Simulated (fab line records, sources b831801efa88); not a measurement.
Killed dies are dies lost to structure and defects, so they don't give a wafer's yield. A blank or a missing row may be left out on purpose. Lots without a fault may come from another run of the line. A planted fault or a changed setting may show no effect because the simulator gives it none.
Problem report in the 8D (eight disciplines) form, filled by code | flow gf180mcu | the parts of the form that need people (team, actions taken, sign-off) are left out

1. THE PROBLEM
bias_w at GF_M2_METAL_ETCH_16 reads a mean of 147.7 W on 6 wafers of 2 lots; wafers without a fault read 140.1 W with a standard deviation of 0.41. That is +18 standard deviations from the usual mean.
The step: etches the open film in Cl2/BCl3, stops on SiO2, target depth 627.5 nm, time 104.6 s.
First seen on wafer L756.1, day 24 04:39, on rie_metal-03. The record holds 42 wafers of 14 lots with a number at this step. Rule for "out", or "out of limits": more than 4 standard deviations from the usual mean. The other wafers with a number count as sound.

2. WHAT IT IS AND WHAT IT IS NOT
question                    | is                     | is not
which readings at this step | bias_w                 | drypump_motor_current_A, oes_product_au, throttle_valve_pct
which lots                  | L756, L760             | L745, L746, L747, L749, L750, L753, L754, L755, L761, L764, L766, L767
which wafers of those lots  | all that have a number | -
read on which tools         | rie_metal-03           | rie_metal-01, rie_metal-04
when                        | from day 24 04:39      | up to then (24 sound wafers); but 12 sound wafers of L761, L764, L766, L767 came after

3. SUSPECTS, AND WHAT RULES EACH OUT
Counting: a tool at a process step up to the reading stays a suspect if it ran every lot that is out and no sound lot after the first of them.
- rie_metal-03 at GF_M2_METAL_ETCH_16 (etches the open film in Cl2/BCl3, stops on SiO2, target depth 627.5 nm, time 104.6 s): kept. It ran every lot that is out, first L756 (day 24 04:39), and no sound lot after that; its last sound lot up to then is L754 (day 23 15:26). Its own readings are out on those wafers: bias_w.
Left after counting: rie_metal-03 at GF_M2_METAL_ETCH_16.

4. THE CAUSE (what the simulator had put in)
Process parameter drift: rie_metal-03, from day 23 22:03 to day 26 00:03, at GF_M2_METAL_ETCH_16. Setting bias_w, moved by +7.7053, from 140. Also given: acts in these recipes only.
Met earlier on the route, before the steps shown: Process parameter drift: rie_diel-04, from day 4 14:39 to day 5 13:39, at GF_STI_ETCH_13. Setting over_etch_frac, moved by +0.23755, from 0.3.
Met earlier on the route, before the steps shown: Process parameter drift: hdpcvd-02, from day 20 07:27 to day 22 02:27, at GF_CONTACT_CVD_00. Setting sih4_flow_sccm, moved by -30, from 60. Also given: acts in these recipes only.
Counting left only this tool.

5. THE CHAIN OF EFFECTS, in route order
Each row: a reading whose mean over the struck wafers that have a number lies more than 3 standard deviations from the usual. Only readings for which the record gives a usual standard deviation are gone through. hours: the time from each lot's start at the first step in this table that gives one to its start at this step, as a median over the lots. sigmas: the change in usual standard deviations.
hours | step                | reading | usual   | on struck wafers | change | sigmas
0     | GF_M2_METAL_ETCH_16 | bias_w  | 140.1 W | 147.7            | +7.6   | +18
The process steps in it:
- GF_M2_METAL_ETCH_16: etches the open film in Cl2/BCl3, stops on SiO2, target depth 627.5 nm, time 104.6 s.

6. WHAT WOULD HAVE CAUGHT IT SOONER
In this record the first reading out of limits was taken at day 24 04:39, 7 hours after the fault began at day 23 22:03.
